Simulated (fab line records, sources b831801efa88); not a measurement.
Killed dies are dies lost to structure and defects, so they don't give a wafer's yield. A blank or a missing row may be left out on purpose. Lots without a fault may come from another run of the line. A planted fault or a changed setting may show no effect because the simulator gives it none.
fab line records | flow sky130
record lots=14 wafers=42 last_day=50
route steps=708 shown SONOS_ONO@168 CONTACT@430 METAL1@435
lots that met no fault: from a run of the same line without faults
start_h: hours from the record's first day to the start of the lot's first wafer shown | wait_h: hours since the lot's step before | " the same as in the row above | L1.1+2: a row that stands for several wafers | - no value, or no start given | * or withheld: withheld | < > ~ a bound
route shown NAME@n: a module of which the file shows steps, and the number in the route of the first | usual: mean/standard deviation of fault-free wafers | same: alike in all rows | chamber/n: place in a boat | sites: the reading at each site | _std_site: their standard deviation | _edge_site: outer sites' mean less inner sites' | radius_mm: how far each site lies from the wafer's centre | mask NAME#n: copy n | behind: the tool/chamber that last shaped the wafer | hold: why the lot was held/for how many hours/how that ended | device: the transistor (n, p or np) that didn't switch | end of line: the same wafers' tests at the end of the route | a step without rows: its recipe alone | killed: dies lost to structure and defects at the first sort, not the wafer's yield | map: a wafer's dies, x killed, . not, _ none there
set.NAME: the setting as run; set.NAME@STEP: as run at that earlier step | model.NAME: the simulator's own value behind a step, which no gauge read
steps of the route over a sample of lots; a table a step, a row a wafer
services: from which hour (start_h, from the record's first day; less than 0 if before it) a tool's chamber was out of use, for how many hours, and why
## steps
# step SKY_SONOS_ONO_OXIDATION_00
# recipe temp_c=800 ambient=O2 idle_temp_c=700 ramp_up_c_per_min=10 ramp_down_c_per_min=3 stabilise_s=600 purge_s=300 target_thk_a=26 ox_time_s=1249
# usual ox_temp_c=800.03/0.27 ox_temp_c_max=803.5/0.67
# columns lot.wafer tool chamber start_h wait_h ox_temp_c ox_temp_c_max
L130.1 furnace-01 0 242.61 1.8 800.55 804.8
L130.3 " 0 " " 800.31 804.7
L130.5 " 0 " " 799.93 803.2
L131.1 furnace-02 0 249.43 0.7 799.94 804.1
L131.3 " 0 " " 800.05 802.7
L131.5 " 0 " " 800.15 805.3
L134.2 furnace-01 0 278.46 0.1 800.32 803.4
L134.3 " 0 " " 800.50 803.8
L134.4 " 0 " " 799.57 802.4
L135.2 furnace-01 0 298.74 0.0 799.90 803.9
L135.4 " 0 " " 799.69 802.9
L135.5 " 0 " " 800.27 803.7
L138.2 furnace-02 0 323.14 0.0 800.35 804.1
L138.3 " 0 " " 800.01 803.5
L138.4 " 0 " " 800.14 803.9
L139.2 furnace-01 0 328.49 0.0 799.98 803.6
L139.3 " 0 " " 799.87 802.5
L139.5 " 0 " " 800.01 803.4
L140.3 furnace-02 0 348.14 0.8 800.75 804.5
L140.5 " 0 " " 800.06 805.0
L140.6 " 0 " " 799.55 803.1
L142.1 furnace-02 0 364.96 0.0 800.11 804.2
L142.2 " 0 " " 799.65 803.7
L142.6 " 0 " " 800.09 803.7
L144.2 furnace-01 - 374.33 0.3 - -
L144.4 " - " " - -
L144.6 " - " " - -
L146.1 furnace-02 - 378.04 0.0 - -
L146.3 " - " " - -
L146.5 " - " " - -
L145.2 furnace-02 0 379.39 0.2 800.37 803.2
L145.5 " 0 " " 799.55 803.9
L145.6 " 0 " " 799.95 804.0
L151.1 furnace-01 0 413.52 0.1 800.27 803.3
L151.2 " 0 " " 799.92 802.3
L151.4 " 0 " " 800.14 803.1
L152.1 furnace-01 0 424.94 1.6 800.13 802.8
L152.2 " 0 " " 800.41 803.0
L152.3 " 0 " " 800.18 802.9
L153.1 furnace-02 0 435.69 2.6 799.91 803.6
L153.2 " 0 " " 799.64 803.5
L153.5 " 0 " " 799.67 805.0
# step SKY_CONTACT_CVD_24
# recipe material=W target_thk_nm=340 time_s=102.12 temp_c=400 pressure_torr=40
# usual heater_power_w=893/53
# columns lot.wafer tool chamber start_h wait_h heater_power_w
L130.1 cvd_w-01 1 725.85 0.0 920
L130.3 " 0 " " 892
L130.5 " 1 " " 940
L131.1 cvd_w-02 0 727.40 0.0 779
L131.3 " 1 " " 923
L131.5 " 0 " " 781
L134.2 cvd_w-01 1 761.54 0.0 950
L134.3 " 0 " " 888
L134.4 " 1 " " 946
L135.2 cvd_w-01 0 781.40 0.0 895
L135.4 " 1 " " 912
L135.5 " 1 " " 911
L138.2 cvd_w-01 1 806.90 0.0 923
L138.3 " 0 " " 906
L138.4 " 1 " " 936
L139.2 cvd_w-02 0 810.72 0.0 784
L139.3 " 1 " " 918
L139.5 " 1 " " 929
L140.3 cvd_w-02 0 835.53 0.1 766
L140.5 " 0 " " 772
L140.6 " 1 " " 917
L142.1 cvd_w-01 1 847.04 0.0 911
L142.2 " 0 " " 892
L142.6 " 1 " " 932
L145.2 cvd_w-01 0 860.69 0.0 890
L145.5 " 0 " " 907
L145.6 " 1 " " 937
L151.1 cvd_w-01 0 893.04 0.0 886
L151.2 " 1 " " 950
L151.4 " 0 " " 907
L152.1 cvd_w-01 1 896.45 0.0 955
L152.2 " 0 " " 902
L152.3 " 0 " " 896
L153.1 cvd_w-01 1 907.55 0.0 931
L153.2 " 0 " " 934
L153.5 " 0 " " 906
# step SKY_METAL1_SPUTTER_01
# recipe material=TiN target_thk_nm=20 power_w=6500 time_s=16.7 chamber_pressure_pa=0.4
# usual throttle_valve_pct=29.3/0.92
# columns lot.wafer tool chamber start_h wait_h throttle_valve_pct
L130.1 pvd_sputter-03 - 726.46 0.0 28.4
L130.3 " - " " 29.9
L130.5 " - " " 28.2
L131.1 pvd_sputter-01 - 728.02 0.0 29.4
L131.3 " - " " 30.6
L131.5 " - " " 29.4
L134.2 pvd_sputter-01 - 762.15 0.0 30.5
L134.3 " - " " 28.5
L134.4 " - " " 30.7
L135.2 pvd_sputter-04 - 782.01 0.0 30.3
L135.4 " - " " 29.9
L135.5 " - " " 30.1
L138.2 pvd_sputter-01 - 807.52 0.0 30.5
L138.3 " - " " 29.6
L138.4 " - " " 28.5
L139.2 pvd_sputter-03 - 811.71 0.0 28.1
L139.3 " - " " 30.2
L139.5 " - " " 28.4
L140.3 pvd_sputter-03 - 836.11 0.0 28.2
L140.5 " - " " 28.4
L140.6 " - " " 28.1
L142.1 pvd_sputter-01 - 847.65 0.0 29.5
L142.2 " - " " 28.6
L142.6 " - " " 30.7
L145.2 pvd_sputter-04 - 861.30 0.0 29.5
L145.5 " - " " 29.7
L145.6 " - " " 29.7
L151.1 pvd_sputter-04 - 893.65 0.0 28.1
L151.2 " - " " 29.9
L151.4 " - " " 29.7
L152.1 pvd_sputter-04 - 897.06 0.0 30.4
L152.2 " - " " 29.7
L152.3 " - " " 30.0
L153.1 pvd_sputter-03 - 908.16 0.0 28.2
L153.2 " - " " 28.4
L153.5 " - " " 28.7
# step SKY_METAL1_OVL_MEAS_16
# usual METAL1_OVL=0/6.4
# columns lot.wafer tool chamber start_h wait_h METAL1_OVL[nm]
L130.1 overlay-01 - 753.78 0.1 0
L130.3 " - " " -2
L130.5 " - " " -5
L131.1 overlay-02 - 755.89 0.1 13
L131.3 " - " " 12
L131.5 " - " " 13
L134.2 overlay-01 - 789.00 0.1 -7
L134.3 " - " " -6
L134.4 " - " " -7
L135.2 overlay-02 - 808.64 0.1 3
L135.4 " - " " 2
L135.5 " - " " 0
L138.2 overlay-02 - 833.50 0.1 6
L138.3 " - " " 7
L138.4 " - " " 5
L139.2 overlay-02 - 838.35 0.1 -3
L139.3 " - " " 1
L139.5 " - " " -7
L140.3 overlay-02 - 862.01 0.1 -6
L140.5 " - " " -4
L140.6 " - " " 3
L142.1 overlay-01 - 873.43 0.1 13
L142.2 " - " " 2
L142.6 " - " " -3
L145.2 overlay-02 - 887.74 0.1 11
L145.5 " - " " -2
L145.6 " - " " 11
L151.1 overlay-02 - 919.59 0.1 -4
L151.2 " - " " 2
L151.4 " - " " 3
L152.1 overlay-01 - 922.98 0.1 -7
L152.2 " - " " -8
L152.3 " - " " -9
L153.1 overlay-02 - 933.09 0.1 5
L153.2 " - " " -11
L153.5 " - " " 7
## services
# columns tool chamber start_h hours kind
furnace-02 - 255.18 2.9 pm
furnace-01 - 258.93 3.0 pm
cvd_w-01 - 266.70 1.3 repair
furnace-02 - 282.52 2.1 pm
cvd_w-01 - 390.00 14.0 pm
cvd_w-01 - 404.00 6.9 pm
cvd_w-01 - 407.78 1.3 repair
furnace-01 - 417.78 2.9 pm
cvd_w-01 - 420.08 14.6 pm
furnace-02 - 424.15 3.1 pm
furnace-01 - 427.46 4.5 pm
furnace-02 - 466.34 4.4 pm
cvd_w-01 1 535.84 5.0 repair
furnace-02 - 590.95 2.8 pm
furnace-01 - 594.21 3.3 pm
furnace-01 - 597.31 19.4 repair
cvd_w-01 - 611.32 6.0 pm
furnace-02 - 658.83 14.1 pm
furnace-01 - 700.01 3.4 pm
furnace-02 - 748.83 2.9 pm
furnace-02 - 758.95 3.9 pm
furnace-01 - 763.01 4.8 pm
cvd_w-01 1 790.82 11.9 repair
cvd_w-01 - 834.79 2.8 pm
## key
first_sign step=SKY_SONOS_ONO_OXIDATION_00 reading=tool_record direction=missing
effect none on later readings
met_at SKY_SONOS_ONO_OXIDATION_00
struck_lots L144,L146
later_rows_left_out L144.2,L144.4,L144.6,L146.1,L146.3,L146.5
sort_left_out L144.2,L144.4,L144.6,L146.1,L146.3,L146.5
tester_left_out L144,L146
not_acting_at SKY_CONTACT_CVD_24,SKY_METAL1_SPUTTER_01,SKY_METAL1_OVL_MEAS_16
onset_between 364.96 374.33
fault kind=skipped_step_whole tool=furnace-01,furnace-02 chamber=- onset_h=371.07 steps=SKY_SONOS_ONO_OXIDATION_00 scope=struck_lots_only
# tester_left_out: of these lots the tester's yield and bins aren't shown, on N5 and GAA mostly nor the transistor test; their killed dies are dies lost to structure and defects alone, not to doping, threshold or leakage, so they don't give the yield
# sort_left_out: the simulated sort isn't trusted on such a fault, so these wafers' sort isn't shown, and their yield isn't known
# later_rows_left_out: the simulator's readings of these wafers behind a module that went badly wrong aren't trusted and aren't shown, but for the sort
